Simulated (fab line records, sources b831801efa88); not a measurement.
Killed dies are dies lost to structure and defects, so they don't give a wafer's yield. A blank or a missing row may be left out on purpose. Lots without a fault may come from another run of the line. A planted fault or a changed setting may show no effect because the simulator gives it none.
A struck lot beside a sound one | flow gf180mcu | 43 steps out of a route of 602
Sound: wafers L492.1, L492.2, L492.3. Struck: wafers L508.2, L508.4, L508.6. The cause comes at the end.
At each step with rows: each side's tool, then ch and its chambers, then its first start. Under that, the readings that differ: sound wafers | struck wafers | difference of the means | sigmas: that difference in standard deviations of wafers without a fault.
alike: readings whose means differ by less than 2 such deviations, and words and numbers that are the same on both sides. not compared: withheld readings, readings that some wafer has no value for, bounds like >300 that may hide the same value, and numbers for which the record gives no deviation and whose values overlap.
The two part at a step that has a row with sigmas, a row that says differs or no value, or rows on one side only. Numbers that don't overlap but have no deviation are shown without sigmas and don't part them. A reading that every wafer of one side lacks parts them only if that side has two wafers or more.

first, 8 steps without rows for these wafers: GF_CONTACT_DEHYDRATE_06 (time 60 s); GF_CONTACT_HMDS_07 (prime time 60 s); GF_CONTACT_COAT_08; GF_CONTACT_COAT_09 (resist thk 1000 nm); GF_CONTACT_SOFTBAKE_10 (time 60 s); GF_CONTACT_EXPOSE_11 (exposes mask Contact, target cd 220 nm); GF_CONTACT_PEB_12 (peb time 88.38 s); GF_CONTACT_DEVELOP_13 (develop time 60 s).
GF_CONTACT_CD_MEAS_14: target cd 220 nm.
  sound on cd_sem-01, day 16 05:40; struck on cd_sem-02, day 22 12:59
  alike: cd_nm
GF_CONTACT_OVL_MEAS_15:
  sound on overlay-01, day 16 05:47; struck on overlay-01, day 22 13:05
  alike: CONTACT_OVL
then, 2 steps without rows for these wafers: GF_CONTACT_ETCH_16 (etches BARC in N2/H2); GF_CONTACT_ETCH_17 (etches SiO2 in C4F8/O2/Ar, stops on CoSi2, target depth 860 nm).
GF_CONTACT_STRIP_18: strips in O2/N2.
  sound on plasma_asher-01 ch 0,1, day 16 05:59; struck on plasma_asher-02 ch 0,1, day 22 13:17
  alike: drypump_motor_current_A, heater_power_w, oes_product_au
  not compared: rf_hours_counter_h
then, 6 steps without rows for these wafers: GF_CONTACT_CLEAN_19 (cleans in SPM); GF_CONTACT_CLEAN_20 (cleans in DIW); GF_CONTACT_CLEAN_21 (cleans in dHF, time 20 s); GF_CONTACT_SPUTTER_22 (material Ti, target thk 15 nm, time 80.02 s); GF_CONTACT_SPUTTER_23 (material TiN, target thk 10 nm, time 40 s); GF_CONTACT_CVD_24 (deposits W, target thk 300 nm, time 90.339 s).
GF_CONTACT_RS_MEAS_25: measures by four-point-probe.
  sound on film_metro-03, day 16 06:29; struck on film_metro-01, day 22 13:48
  alike: CONTACT_W_RS
GF_CONTACT_THK_MEAS_26: measures by xrf.
  sound on film_metro-03, day 16 06:36; struck on film_metro-01, day 22 13:55
  alike: CONTACT_W_THK
GF_CONTACT_CMP_27: polishes, stops on SiO2, t overpolish 15 s, target thk 0 nm.
  sound on cmp-01 ch 0,1,2, day 16 06:40; struck on cmp-02 ch 0,2,3, day 22 14:04
  alike: edge_zone_pressure_frac, motor_current_A, overpolish_run_s, time_to_endpoint_s
GF_M1_SPUTTER_00: material Ti, target thk 37.5 nm, time 150 s.
  sound on pvd_sputter-03, day 16 06:58; struck on pvd_sputter-03, day 22 14:16
  alike: substrate_temp_c, throttle_valve_pct
GF_M1_SPUTTER_01: material TiN, target thk 30 nm, time 25 s.
  sound on pvd_sputter-03, day 16 07:04; struck on pvd_sputter-03, day 22 14:22
  alike: throttle_valve_pct
then, 2 steps without rows for these wafers: GF_M1_SPUTTER_02 (material AlCu, target thk 450 nm, time 23.9 s); GF_M1_SPUTTER_03 (material Ti, target thk 10 nm, time 6.7 s).
GF_M1_SPUTTER_04: material TiN, target thk 50 nm, time 41.7 s.
  sound on pvd_sputter-03, day 16 07:08; struck on pvd_sputter-03, day 22 14:26
  alike: throttle_valve_pct
GF_M1_RS_MEAS_05: measures by four-point-probe.
  sound on film_metro-02, day 16 07:11; struck on film_metro-02, day 22 14:30
  alike: M1_ALCU_RS
GF_M1_THK_MEAS_06: measures by xrf.
  sound on film_metro-02, day 16 07:18; struck on film_metro-02, day 22 14:37
  alike: M1_ALCU_THK
then, 7 steps without rows for these wafers: GF_M1_DEHYDRATE_07 (time 60 s); GF_M1_HMDS_08 (prime time 60 s); GF_M1_COAT_09 (resist thk 1000 nm); GF_M1_SOFTBAKE_10 (time 60 s); GF_M1_EXPOSE_11 (exposes mask Metal1, target cd 230 nm); GF_M1_PEB_12 (peb time 90 s); GF_M1_DEVELOP_13 (develop time 60 s).
GF_M1_CD_MEAS_14: target cd 230 nm.
  sound on cd_sem-01, day 17 04:52; struck on cd_sem-01, day 23 13:20
  alike: cd_nm
GF_M1_OVL_MEAS_15:
  sound on overlay-02, day 17 04:59; struck on overlay-02, day 23 13:26
  alike: M1_OVL
GF_M1_METAL_ETCH_16: etches the open film in Cl2/BCl3, stops on SiO2, target depth 627.5 nm, time 104.6 s.
  sound on rie_metal-02 ch 0,1, day 17 05:01; struck on rie_metal-02 ch 1, day 23 13:30
  alike: bcl3_flow_sccm, drypump_motor_current_A, oes_product_au, throttle_valve_pct
  not compared: rf_hours_counter_h
then, 3 steps without rows for these wafers: GF_M1_STRIP_17 (strips in O2/N2); GF_M1_STRIP_18 (strips in post etch residue remover, time 1200 s); GF_M1_CLEAN_19 (cleans in DIW).
-- the record jumps here: 10 days lie between the struck wafers' starts before and after (it left off in module M1 and takes up again in module PASSIVATION, whose first step shown is number 602 of the route) --
GF_PASSIVATION_PROBE_99:
  the record has rows for the struck wafers here (prober-02, day 33 21:47) and none for the sound ones

WHERE THEY PART
Only at GF_PASSIVATION_PROBE_99, within this record.

WHY: what the simulator had put in
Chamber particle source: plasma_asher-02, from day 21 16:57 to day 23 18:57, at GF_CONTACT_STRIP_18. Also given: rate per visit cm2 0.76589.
